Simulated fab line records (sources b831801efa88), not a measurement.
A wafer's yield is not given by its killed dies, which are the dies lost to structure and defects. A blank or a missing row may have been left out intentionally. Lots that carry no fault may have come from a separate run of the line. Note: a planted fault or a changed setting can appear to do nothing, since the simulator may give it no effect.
fab line records | flow sky130
record lots=11 | wafers=33 | lastDay=50
route steps=708 shown RES_PROTECT@214 POLY_GATE@228 METAL4@626
lots with no fault: from the same line, run without faults
startH: start of the lot's first displayed wafer, in hours after the record's first day | waitH: hours since the lot's step before | " the same as in the row above | L1.1+2: a row that stands for several wafers | - value missing, or start not given | * or withheld: withheld | < > ~ a bound
route shown NAME@n: NAME is a module with steps in the file, n the number in the route of the first one | usual: mean/standard deviation taken from wafers without a fault | same: alike in all rows | chamber/n: place in a boat | sites: readings site by site | _std_site: standard deviation of those values | _edge_site: mean of outer sites minus mean of inner sites | radiusMm: for every site, how far away it sits from the centre of the wafer | mask NAME#n: copy n | behind: the most recent tool/chamber to have shaped the wafer | hold: reason for holding the lot/hours on hold/outcome of the hold | device: transistor that didn't switch, given as n, p or np | end of line: the tests these same wafers got at the end of their route | a step given without rows: its recipe and nothing more | killed: dies lost to structure and defects at the first sort, not the wafer's yield | map: a wafer's dies, x killed, . not, _ none there
set.NAME: the setting the step ran with; set.NAME@STEP: the setting that earlier step ran with | model.NAME: the simulator's own value behind a step, which no gauge read
a sample of lots followed through the steps of the route, with each step as a table and each wafer as a row
services: the hour from which a tool's chamber was out of use, counted from the record's first day as startH (under 0 if before that day), plus the number of hours and why
## steps
# step SKY_RES_PROTECT_STRIP_07
# recipe chemistry=O2/N2 | powerW=1400 | pressureMtorr=1500 | platenTempC=withheld | o2FlowSccm=3000 | n2FlowSccm=300 | overashFraction=0.5
# usual drypumpMotorCurrentA=5.6/0.36 | n2FlowSccm=300.1/0.85 | oesProductAu=0.518/0.0046 | stripTimeToEndpointS=23.30/0.034
lot.wafer | tool           | chamber | startH | waitH | drypumpMotorCurrentA | n2FlowSccm | oesProductAu | rfHoursCounterH | stripTimeToEndpointS
L967.3    | plasmaAsher-01 | 0       | 355.53 | 0.1   | 4.8                  | 299.5      | 0.518        | -               | 23.25
L967.4    | "              | 1       | "      | "     | 5.4                  | 299.5      | 0.519        | -               | 23.26
L967.5    | "              | 1       | "      | "     | 5.4                  | 300.4      | 0.513        | -               | 23.28
L968.1    | plasmaAsher-02 | 0       | 357.87 | 0.1   | 5.6                  | 299.5      | 0.518        | 24              | 23.34
L968.3    | "              | 0       | "      | "     | 5.6                  | 301.0      | 0.519        | -               | 23.32
L968.4    | "              | 1       | "      | "     | 5.7                  | 300.5      | 0.516        | -               | 23.30
L969.1    | plasmaAsher-02 | 0       | 365.37 | 0.1   | 5.6                  | 299.5      | 0.513        | 25              | 23.21
L969.2    | "              | 1       | "      | "     | 5.8                  | 301.3      | 0.520        | 25              | 23.26
L969.6    | "              | 1       | "      | "     | 5.7                  | 300.4      | 0.516        | -               | 23.26
L970.1    | plasmaAsher-03 | 1       | 378.77 | 0.1   | 5.9                  | 299.4      | 0.524        | 68              | 23.32
L970.3    | "              | 1       | "      | "     | 5.9                  | 300.3      | 0.527        | -               | 23.33
L970.4    | "              | 0       | "      | "     | 6.0                  | 299.4      | 0.524        | -               | 23.30
L981.2    | plasmaAsher-01 | 1       | 469.07 | 0.1   | 5.4                  | 300.1      | 0.521        | 4               | 23.26
L981.3    | "              | 1       | "      | "     | 5.4                  | 299.9      | 0.520        | -               | 23.32
L981.6    | "              | 1       | "      | "     | 5.4                  | 300.6      | 0.523        | -               | 23.30
L982.1    | plasmaAsher-03 | 1       | 480.07 | 0.1   | 5.9                  | 300.1      | 0.515        | 78              | 23.30
L982.2    | "              | 0       | "      | "     | 6.0                  | 300.6      | 0.515        | 78              | 23.28
L982.4    | "              | 1       | "      | "     | 5.8                  | 298.5      | 0.529        | -               | 23.31
L983.2    | plasmaAsher-01 | 0       | 489.80 | 0.1   | 4.8                  | 301.8      | 0.524        | 7               | 23.33
L983.4    | "              | 0       | "      | "     | 4.8                  | 300.7      | 0.528        | -               | 23.33
L983.5    | "              | 0       | "      | "     | 4.8                  | 300.7      | 0.524        | -               | 23.34
L984.1    | plasmaAsher-03 | 0       | 499.72 | 0.1   | 6.0                  | 299.5      | 0.525        | 80              | 23.38
L984.4    | "              | 0       | "      | "     | 6.0                  | 300.1      | 0.515        | -               | 23.31
L984.6    | "              | 0       | "      | "     | 6.0                  | 299.5      | 0.519        | -               | 23.36
L985.1    | plasmaAsher-01 | 0       | 502.22 | 0.1   | 4.8                  | 299.8      | 0.513        | 8               | 23.30
L985.5    | "              | 0       | "      | "     | 4.8                  | 301.5      | 0.516        | -               | 23.28
L985.6    | "              | 1       | "      | "     | 5.5                  | 299.6      | 0.507        | -               | 23.27
L987.2    | plasmaAsher-02 | 0       | 523.60 | 0.2   | 5.5                  | 301.0      | 0.518        | 39              | 23.36
L987.3    | "              | 1       | "      | "     | 5.7                  | 299.0      | 0.515        | -               | 23.34
L987.5    | "              | 1       | "      | "     | 5.8                  | 300.4      | 0.517        | -               | 23.33
L988.2    | plasmaAsher-02 | 1       | 526.37 | 0.1   | 5.7                  | 300.9      | 0.525        | 39              | 23.29
L988.3    | "              | 1       | "      | "     | 5.7                  | 300.0      | 0.515        | -               | 23.23
L988.4    | "              | 0       | "      | "     | 5.6                  | 299.2      | 0.517        | -               | 23.25
# step SKY_POLY_GATE_OVL_MEAS_14
# usual POLY_GATE_OVL=-1/5.4
lot.wafer | tool       | chamber | startH | waitH | POLY_GATE_OVL[nm]
L967.3    | overlay-01 | -       | 385.18 | 0.1   | 0
L967.4    | "          | -       | "      | "     | -3
L967.5    | "          | -       | "      | "     | 4
L968.1    | overlay-02 | -       | 389.84 | 0.1   | -6
L968.3    | "          | -       | "      | "     | -8
L968.4    | "          | -       | "      | "     | -4
L969.1    | overlay-01 | -       | 395.54 | 0.1   | 1
L969.2    | "          | -       | "      | "     | 0
L969.6    | "          | -       | "      | "     | -1
L970.1    | overlay-01 | -       | 411.38 | 0.1   | -1
L970.3    | "          | -       | "      | "     | -6
L970.4    | "          | -       | "      | "     | 0
L981.2    | overlay-01 | -       | 502.97 | 0.1   | 5
L981.3    | "          | -       | "      | "     | 10
L981.6    | "          | -       | "      | "     | 8
L982.1    | overlay-02 | -       | 512.63 | 0.1   | 2
L982.2    | "          | -       | "      | "     | 0
L982.4    | "          | -       | "      | "     | -7
L983.2    | overlay-01 | -       | 522.29 | 0.1   | -3
L983.4    | "          | -       | "      | "     | -5
L983.5    | "          | -       | "      | "     | -6
L984.1    | overlay-01 | -       | 532.09 | 0.1   | 4
L984.4    | "          | -       | "      | "     | -3
L984.6    | "          | -       | "      | "     | -1
L985.1    | overlay-01 | -       | 533.53 | 0.1   | 0
L985.5    | "          | -       | "      | "     | 1
L985.6    | "          | -       | "      | "     | -1
L987.2    | overlay-01 | -       | 556.09 | 0.1   | 3
L987.3    | "          | -       | "      | "     | 2
L987.5    | "          | -       | "      | "     | 7
L988.2    | overlay-02 | -       | 557.92 | 0.1   | -2
L988.3    | "          | -       | "      | "     | 0
L988.4    | "          | -       | "      | "     | 3
# step SKY_POLY_GATE_ETCH_16
# recipe stopOn=poly-Si | chemistry=CH3F/O2 | target=Si3N4 | sourceW=400 | biasW=80 | pressureMtorr=25 | ch3fFlowSccm=40 | O2_flow_sccm=30 | timeS=147.5 | targetDepthA=750
# usual drypumpMotorCurrentA=5.8/0.42 | oesProductAu=0.641/0.0053 | throttleValvePct=10.534/0.0088
lot.wafer | tool       | chamber | startH | waitH | drypumpMotorCurrentA | oesProductAu | rfHoursCounterH | throttleValvePct
L967.3    | rieDiel-03 | 2       | 385.29 | 0.0   | 5.1                  | 0.639        | 4               | 10.525
L967.4    | "          | 0       | "      | "     | 6.1                  | 0.635        | 6               | 10.533
L967.5    | "          | 0       | "      | "     | 6.1                  | 0.642        | -               | 10.529
L968.1    | rieDiel-03 | 1       | 389.96 | 0.0   | 5.4                  | 0.644        | 74              | 10.537
L968.3    | "          | 3       | "      | "     | 5.9                  | 0.644        | 2               | 10.534
L968.4    | "          | 0       | "      | "     | 6.1                  | 0.647        | 6               | 10.550
L969.1    | rieDiel-03 | 0       | 395.66 | 0.0   | 6.2                  | 0.642        | 6               | 10.546
L969.2    | "          | 2       | "      | "     | 5.0                  | 0.646        | 4               | 10.531
L969.6    | "          | 1       | "      | "     | 5.4                  | 0.641        | -               | 10.531
L970.1    | rieDiel-01 | 3       | 411.50 | 0.0   | 6.1                  | 0.647        | 14              | 10.528
L970.3    | "          | 2       | "      | "     | 5.7                  | 0.630        | 48              | 10.543
L970.4    | "          | 1       | "      | "     | 5.9                  | 0.638        | -               | 10.550
L981.2    | rieDiel-01 | 1       | 503.09 | 0.0   | 5.8                  | 0.638        | 7               | 10.531
L981.3    | "          | 0       | "      | "     | 5.7                  | 0.645        | 7               | 10.552
L981.6    | "          | 0       | "      | "     | 5.7                  | 0.641        | -               | 10.524
L982.1    | rieDiel-03 | 0       | 512.75 | 0.0   | 6.1                  | 0.642        | 8               | 10.515
L982.2    | "          | 2       | "      | "     | 5.0                  | 0.642        | 6               | 10.520
L982.4    | "          | 1       | "      | "     | 5.4                  | 0.639        | 76              | 10.537
L983.2    | rieDiel-03 | 1       | 522.41 | 0.0   | 5.4                  | 0.636        | 77              | 10.532
L983.4    | "          | 0       | "      | "     | 6.1                  | 0.646        | 8               | 10.533
L983.5    | "          | 1       | "      | "     | 5.4                  | 0.637        | -               | 10.531
L984.1    | rieDiel-02 | 3       | 532.21 | 0.0   | 6.4                  | 0.643        | 3               | 10.528
L984.4    | "          | 2       | "      | "     | 5.4                  | 0.635        | 1               | 10.536
L984.6    | "          | 0       | "      | "     | 6.4                  | 0.644        | -               | 10.530
L985.1    | rieDiel-03 | 2       | 533.65 | 0.0   | 5.1                  | 0.629        | 7               | 10.537
L985.5    | "          | 0       | "      | "     | 6.2                  | 0.641        | -               | 10.548
L985.6    | "          | 3       | "      | "     | 5.9                  | 0.645        | -               | 10.544
L987.2    | rieDiel-03 | 1       | 556.20 | 0.0   | 5.4                  | 0.635        | 77              | 10.528
L987.3    | "          | 0       | "      | "     | 6.2                  | 0.647        | 9               | 10.538
L987.5    | "          | 1       | "      | "     | 5.4                  | 0.642        | -               | 10.539
L988.2    | rieDiel-03 | 2       | 558.04 | 0.0   | 5.0                  | 0.648        | 7               | 10.546
L988.3    | "          | 0       | "      | "     | 6.1                  | 0.645        | 9               | 10.534
L988.4    | "          | 3       | "      | "     | 5.9                  | 0.645        | 5               | 10.541
# step SKY_METAL4_EXPOSE_10
# recipe maskId=MM4 | na=0.68 | sourceShape=annular | sigmaInner=0.4 | sigmaOuter=0.8 | targetCdNm=300 | doseMj=28
# usual focusOffsetNm=0.0/0.54 | stageVelMmS=500.02/0.26
lot.wafer | tool          | chamber | startH  | waitH | mask  | focusOffsetNm | stageVelMmS
L967.3    | krfScanner-01 | 0       | 981.66  | -     | MM4#0 | 0.3           | 500.04
L967.4    | "             | 0       | "       | "     | MM4#0 | -1.0          | 499.82
L967.5    | "             | 0       | "       | "     | MM4#0 | -0.2          | 500.16
L968.1    | krfScanner-02 | 0       | 982.55  | -     | MM4#0 | 0.5           | 500.11
L968.3    | "             | 0       | "       | "     | MM4#0 | -0.8          | 500.06
L968.4    | "             | 0       | "       | "     | MM4#0 | -0.6          | 499.98
L969.1    | krfScanner-01 | 0       | 990.40  | -     | MM4#0 | 0.6           | 500.14
L969.2    | "             | 0       | "       | "     | MM4#0 | 0.6           | 500.12
L969.6    | "             | 0       | "       | "     | MM4#0 | 0.3           | 500.31
L970.1    | krfScanner-01 | 0       | 999.21  | -     | MM4#0 | 0.0           | 499.90
L970.3    | "             | 0       | "       | "     | MM4#0 | -0.4          | 500.05
L970.4    | "             | 0       | "       | "     | MM4#0 | 0.0           | 499.51
L981.2    | krfScanner-02 | 0       | 1068.38 | -     | MM4#0 | -0.2          | 500.48
L981.3    | "             | 0       | "       | "     | MM4#0 | -0.1          | 500.19
L981.6    | "             | 0       | "       | "     | MM4#0 | 0.1           | 500.06
L982.1    | krfScanner-01 | 0       | 1072.54 | -     | MM4#0 | -1.2          | 499.72
L982.2    | "             | 0       | "       | "     | MM4#0 | -0.9          | 499.91
L982.4    | "             | 0       | "       | "     | MM4#0 | -0.4          | 500.30
L983.2    | krfScanner-02 | 0       | 1081.06 | -     | MM4#0 | 0.6           | 500.30
L983.4    | "             | 0       | "       | "     | MM4#0 | 1.1           | 499.37
L983.5    | "             | 0       | "       | "     | MM4#0 | 0.1           | 499.88
L984.1    | krfScanner-02 | 0       | 1088.30 | -     | MM4#0 | -0.6          | 500.26
L984.4    | "             | 0       | "       | "     | MM4#0 | 0.0           | 499.71
L984.6    | "             | 0       | "       | "     | MM4#0 | -0.3          | 499.62
L985.1    | krfScanner-02 | 0       | 1089.77 | -     | MM4#0 | 0.3           | 500.04
L985.5    | "             | 0       | "       | "     | MM4#0 | -0.4          | 500.34
L985.6    | "             | 0       | "       | "     | MM4#0 | -0.4          | 500.29
L987.2    | krfScanner-01 | 0       | 1103.74 | -     | MM4#0 | 0.1           | 499.87
L987.3    | "             | 0       | "       | "     | MM4#0 | 0.2           | 499.84
L987.5    | "             | 0       | "       | "     | MM4#0 | 1.1           | 499.78
L988.2    | krfScanner-01 | 0       | 1104.48 | -     | MM4#0 | 0.1           | 500.25
L988.3    | "             | 0       | "       | "     | MM4#0 | 0.6           | 500.14
L988.4    | "             | 0       | "       | "     | MM4#0 | 0.3           | 500.13
# step SKY_METAL4_CD_MEAS_13
# recipe targetCdNm=300
# usual cdNm=299.9/1.2
lot.wafer | tool     | chamber | startH  | waitH | cdNm
L967.3    | cdSem-02 | -       | 994.25  | -     | 300.0
L967.4    | "        | -       | "       | "     | 302.1
L967.5    | "        | -       | "       | "     | 300.1
L968.1    | cdSem-02 | -       | 994.62  | -     | 297.6
L968.3    | "        | -       | "       | "     | 298.8
L968.4    | "        | -       | "       | "     | 299.6
L969.1    | cdSem-02 | -       | 1002.15 | -     | 287.6
L969.2    | "        | -       | "       | "     | 301.1
L969.6    | "        | -       | "       | "     | 299.9
L970.1    | cdSem-01 | -       | 1010.10 | -     | 285.2
L970.3    | "        | -       | "       | "     | 299.8
L970.4    | "        | -       | "       | "     | 285.4
L981.2    | cdSem-01 | -       | 1078.54 | -     | 301.3
L981.3    | "        | -       | "       | "     | 300.5
L981.6    | "        | -       | "       | "     | 300.5
L982.1    | cdSem-02 | -       | 1082.82 | -     | 299.7
L982.2    | "        | -       | "       | "     | 298.2
L982.4    | "        | -       | "       | "     | 298.5
L983.2    | cdSem-01 | -       | 1091.57 | -     | 300.8
L983.4    | "        | -       | "       | "     | 300.0
L983.5    | "        | -       | "       | "     | 300.5
L984.1    | cdSem-01 | -       | 1098.02 | -     | 298.8
L984.4    | "        | -       | "       | "     | 300.1
L984.6    | "        | -       | "       | "     | 298.8
L985.1    | cdSem-02 | -       | 1099.45 | -     | 298.6
L985.5    | "        | -       | "       | "     | 298.3
L985.6    | "        | -       | "       | "     | 298.3
L987.2    | cdSem-02 | -       | 1113.77 | -     | 301.0
L987.3    | "        | -       | "       | "     | 300.6
L987.5    | "        | -       | "       | "     | 299.5
L988.2    | cdSem-01 | -       | 1114.34 | -     | 297.8
L988.3    | "        | -       | "       | "     | 300.1
L988.4    | "        | -       | "       | "     | 298.4
## services
tool          | chamber | startH | hours | kind
krfScanner-01 | -       | 341.53 | 4.4   | pm
krfScanner-01 | -       | 354.72 | 0.8   | pm
krfScanner-01 | -       | 357.91 | 1.0   | pm
rieDiel-03    | -       | 410.81 | 2.8   | pm
krfScanner-01 | -       | 418.51 | 3.6   | pm
rieDiel-03    | 0       | 460.95 | 1.3   | repair
krfScanner-01 | -       | 469.81 | 0.2   | repair
krfScanner-01 | -       | 485.70 | 1.3   | pm
krfScanner-01 | -       | 516.43 | 0.7   | repair
rieDiel-03    | -       | 518.53 | 0.3   | repair
krfScanner-01 | -       | 523.52 | 0.8   | pm
krfScanner-01 | -       | 526.91 | 1.0   | pm
rieDiel-03    | 0       | 539.54 | 5.4   | repair
rieDiel-03    | 1       | 539.55 | 1.6   | repair
rieDiel-03    | -       | 552.41 | 1.6   | repair
rieDiel-03    | 0       | 559.48 | 4.6   | repair
rieDiel-03    | 0       | 566.26 | 7.1   | repair
krfScanner-01 | -       | 587.78 | 4.0   | pm
rieDiel-03    | 0       | 607.34 | 20.7  | repair
krfScanner-01 | -       | 621.82 | 0.5   | repair
rieDiel-03    | 3       | 622.40 | 14.3  | repair
rieDiel-03    | 1       | 626.73 | 4.7   | repair
rieDiel-03    | 2       | 715.56 | 4.6   | repair
rieDiel-03    | 3       | 952.39 | 1.4   | repair
## key
firstSign step=SKY_METAL4_CD_MEAS_13 | reading=cdNm | direction=down | sigmas=11 | usual=299.9 | struck=286.0
effect none on later readings
metAt SKY_METAL4_EXPOSE_10
struckLots L969,L970
struckWafers L969.1,L970.1,L970.4
notActingAt SKY_RES_PROTECT_STRIP_07,SKY_POLY_GATE_OVL_MEAS_14,SKY_POLY_GATE_ETCH_16
onsetBetween 981.66 990.40
fault kind=processParameterDrift | tool=krfScanner-01 | chamber=- | onsetH=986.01 | steps=SKY_METAL4_EXPOSE_10 | channel=focusNm | offset=178.51 | shape=step | endH=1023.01 | scope=struckWafersOnly
